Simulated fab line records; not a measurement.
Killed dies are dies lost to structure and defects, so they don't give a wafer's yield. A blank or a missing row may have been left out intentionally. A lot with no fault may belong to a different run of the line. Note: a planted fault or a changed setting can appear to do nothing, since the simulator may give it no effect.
Problem report, 8D (eight disciplines) form, completed by code || flow gf180mcu || the parts of the form that need people (team, actions taken, sign-off) are left out

== 1. PROBLEM STATEMENT ==
Across 6 wafers from 2 lots, MIM_ALCU_RS at GF_MIM_RS_MEAS_10 averages 0.1518 ohm/sq, while fault-free wafers read 0.1601 ohm/sq with a standard deviation of 0.0012. Measured from the usual mean, that is -6.9 standard deviations.
The step: measures by four-point-probe.
First observed at day 28 11:00: wafer L221.1, on film-metro-03. At this step, 30 wafers from 10 lots have a number in the record. Rule for "out" (also "out of limits"): further than 4 standard deviations from the usual mean. The rest of the wafers with a number are treated as sound.

== 2. WHAT IT IS, AND WHAT IT ISN'T ==
{"question": "which readings at this step", "is": "MIM_ALCU_RS", "is not": "-"}
{"question": "which lots", "is": "L221, L223", "is not": "L208, L212, L213, L214, L218, L220, L226, L229"}
{"question": "which wafers of those lots", "is": "all that have a number", "is not": "-"}
{"question": "read on which gauges", "is": "film-metro-03, film-metro-04", "is not": "film-metro-02"}
{"question": "when", "is": "from day 28 11:00", "is not": "up to then (18 sound wafers); but 6 sound wafers of L226, L229 came after"}

== 3. WHAT RULES OUT EACH SUSPECT ==
Counting: a tool stays on the suspect list if, at a process step up to the reading, it processed all lots that are out and no sound lot following the first of them.
- the gauge at GF_MIM_RS_MEAS_10: ruled out. The wafers that are out were read on 2 gauges (film-metro-03, film-metro-04).
- pvd-sputter-04 at GF_MIM_SPUTTER_08 (material AlCu, target thk 200 nm, time 10.6 s): kept. Every lot that is out went through it, starting with L221 (day 28 10:57), and after that it ran no sound lot; the last sound lot it ran before then is L218 (day 27 19:03). Out on those wafers are its own readings of cathode-dc-power-W.
Left after counting: pvd-sputter-04 at GF_MIM_SPUTTER_08.

== 4. THE CAUSE (what the simulator had put in) ==
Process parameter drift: pvd-sputter-04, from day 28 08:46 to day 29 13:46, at GF_MIM_SPUTTER_08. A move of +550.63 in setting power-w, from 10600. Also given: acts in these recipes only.
After counting, this tool was the only one left.

== 5. SEQUENCE OF EFFECTS, ordered by route ==
One row per reading whose mean, taken over the struck wafers that have a number, lies over 3 standard deviations from the usual. Only readings for which the record gives a usual standard deviation are gone through. hours: the time from each lot's start at the first step in this table that gives one to its start at this step, as a median over the lots. sigmas: the change in usual standard deviations.
{"hours": 0, "step": "GF_MIM_SPUTTER_08", "reading": "cathode-dc-power-W", "usual": "10600 W", "on struck wafers": 11150, "change": "+550", "sigmas": "+99 or more"}
{"hours": 0, "step": "GF_MIM_RS_MEAS_10", "reading": "MIM_ALCU_RS", "usual": "0.1601 ohm/sq", "on struck wafers": 0.1518, "change": -0.0083, "sigmas": -6.9}
{"hours": 0, "step": "GF_MIM_THK_MEAS_11", "reading": "MIM_ALCU_THK", "usual": "201.8 nm", "on struck wafers": 211.7, "change": "+9.9", "sigmas": "+5.8"}
{"hours": 19, "step": "GF_MIM_METAL_ETCH_19", "reading": "oes-product-au", "usual": "0.941 a.u.", "on struck wafers": 0.960, "change": "+0.019", "sigmas": "+4.0"}
Its process steps:
- GF_MIM_SPUTTER_08: material AlCu, target thk 200 nm, time 10.6 s.
- GF_MIM_METAL_ETCH_19: etches the open film in Cl2/BCl3, stops on Si3N4, target depth 324.5 nm, time 54.1 s.

== 6. HOW IT WOULD HAVE BEEN CAUGHT EARLIER ==
The first out-of-limits reading at a measuring or inspecting step in this record came at day 28 11:00, 2 hours after the fault's start at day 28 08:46.
At GF_MIM_SPUTTER_08, the tool's own readings (cathode-dc-power-W) were out on each struck wafer the step has a row for, so an alarm limit on them would have fired on the first such wafer.
L223, from the lots that are out (2), started GF_MIM_SPUTTER_08 on pvd-sputter-04 later than day 28 11:00. It would have been spared by a hold on the tool at that moment.
